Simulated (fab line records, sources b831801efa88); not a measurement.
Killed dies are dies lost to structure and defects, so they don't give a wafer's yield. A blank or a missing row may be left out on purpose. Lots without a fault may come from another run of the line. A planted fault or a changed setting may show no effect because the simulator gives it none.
Lot-split experiment | flow sfq_line | 23 wafers read across 5 lots, on a route 325 steps long

== ABOUT THE SPLIT ==
At SFQ_TRILAYER_M8_LITHO_COAT_193 (resist thk 600 nm), the setting spin_rpm was moved away from the recipe's 3000 rpm on 7 of the 23 wafers read, by -3.3% to +7.0%. All remaining wafers had this setting at the recipe value.

Reading taken at the split's own step.

== THE READING ==
KrF_of_TRILAYER_M8_LITHO_COAT_193.thk_nm (the simulator's own value, which no gauge read), in nm, at SFQ_TRILAYER_M8_LITHO_COAT_193 (resist thk 600 nm). There is no usual value for it anywhere in the file. Here, 16 wafers ran the recipe; their average is 599.9 nm with a standard deviation of 1.5 nm.

wafer  | tool, chamber at the split | spin_rpm as run, rpm | against the recipe | KrF_of_TRILAYER_M8_LITHO_COAT_193.thk_nm, nm | against lot-mates on the recipe
L074.1 | litho_track-02, 0          | 3000                 | recipe             | 599.7                                        | -
L074.3 | litho_track-02, 0          | 3209                 | +7.0%              | 580.2                                        | -19.3
L074.4 | litho_track-02, 0          | 3000                 | recipe             | 600.1                                        | -
L074.5 | litho_track-02, 0          | 3000                 | recipe             | 598.6                                        | -
L074.6 | litho_track-02, 0          | 3209                 | +7.0%              | 579.7                                        | -19.8
L079.2 | litho_track-02, 0          | 3099                 | +3.3%              | 588.5                                        | -9.3
L079.3 | litho_track-02, 0          | 3000                 | recipe             | 596.7                                        | -
L079.4 | litho_track-02, 0          | 3000                 | recipe             | 598.5                                        | -
L079.5 | litho_track-02, 0          | 3000                 | recipe             | 598.1                                        | -
L079.6 | litho_track-02, 0          | 3099                 | +3.3%              | 589                                          | -8.8
L081.2 | litho_track-01, 0          | 3000                 | recipe             | 599.8                                        | -
L081.3 | litho_track-01, 0          | 3000                 | recipe             | 600.3                                        | -
L081.4 | litho_track-01, 0          | 3000                 | recipe             | 600                                          | -
L082.2 | litho_track-02, 0          | 3000                 | recipe             | 598.8                                        | -
L082.3 | litho_track-02, 0          | 3000                 | recipe             | 601.9                                        | -
L082.4 | litho_track-02, 0          | 3000                 | recipe             | 602.6                                        | -
L082.5 | litho_track-02, 0          | 3000                 | recipe             | 599.7                                        | -
L082.6 | litho_track-02, 0          | 3000                 | recipe             | 602.2                                        | -
L083.1 | litho_track-04, 0          | 3000                 | recipe             | 601.3                                        | -
L083.2 | litho_track-04, 0          | 2902                 | -3.3%              | 610.8                                        | +9.8
L083.3 | litho_track-04, 0          | 2902                 | -3.3%              | 609.3                                        | +8.3
L083.4 | litho_track-04, 0          | 2902                 | -3.3%              | 609.9                                        | +8.9
L083.6 | litho_track-04, 0          | 3000                 | recipe             | 600.6                                        | -

FIT RESULTS
A straight line over all 23 wafers: KrF_of_TRILAYER_M8_LITHO_COAT_193.thk_nm changes by -2.99 nm for each +1% of spin_rpm; r = -0.98; the points scatter about the line by 1.5 nm.
The same after taking each lot's own level away (the mean of its wafers on the recipe; 23 wafers): -2.78 nm for each +1%; r = -0.99; scatter 0.88 nm.
According to that fit, moving spin_rpm by its largest amount changes the reading by 19 nm.
The span of the lots' own levels, 597.77 to 601.04 nm, comes to 2.1 times the standard deviation stated above.
Hence the lot-to-lot level has little effect on the slope; both slopes agree.
Check: -19.5 nm against its lot-mates is what the line predicts for one of the wafers moved furthest among these (+7.0%) when that wafer is left out of the fit. It came out at -19.3 nm against them.

== FURTHER SPLITS ON THESE WAFERS ==
These wafers also went through other splits before the reading. Each is held against what the fit with the lots' levels taken away leaves over:
other split on the same wafers               | wafers away from the commonest value | r with KrF_of_TRILAYER_M8_LITHO_COAT_193.thk_nm (lot level and that fit taken away)
SFQ_TRILAYER_C5_LITHO_PEB_154 peb_temp_c     | 5                                    | -0.02
SFQ_TRILAYER_M6_LITHO_COAT_159 resist_thk_nm | 6                                    | -0.18
SFQ_TRILAYER_M6_LITHO_PEB_162 peb_time_s     | 9                                    | +0.11
SFQ_TRILAYER_I6_VIA_LITHO_PEB_172 peb_temp_c | 11                                   | -0.14
SFQ_TRILAYER_M7_LITHO_COAT_182 resist_thk_nm | 8                                    | +0.14
SFQ_TRILAYER_M7_LITHO_EXPOSE_178 dose_mj     | 8                                    | -0.23
SFQ_TRILAYER_M7_ETCH_METAL_ETCH_180 bias_w   | 9                                    | +0.19
SFQ_TRILAYER_I7_VIA_LITHO_EXPOSE_188 dose_mj | 5                                    | +0.13

== FILE'S OWN FIT ==
KrF_of_TRILAYER_M8_LITHO_COAT_193.thk_nm changes by -2.79 nm for each +1% of spin_rpm, r = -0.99.
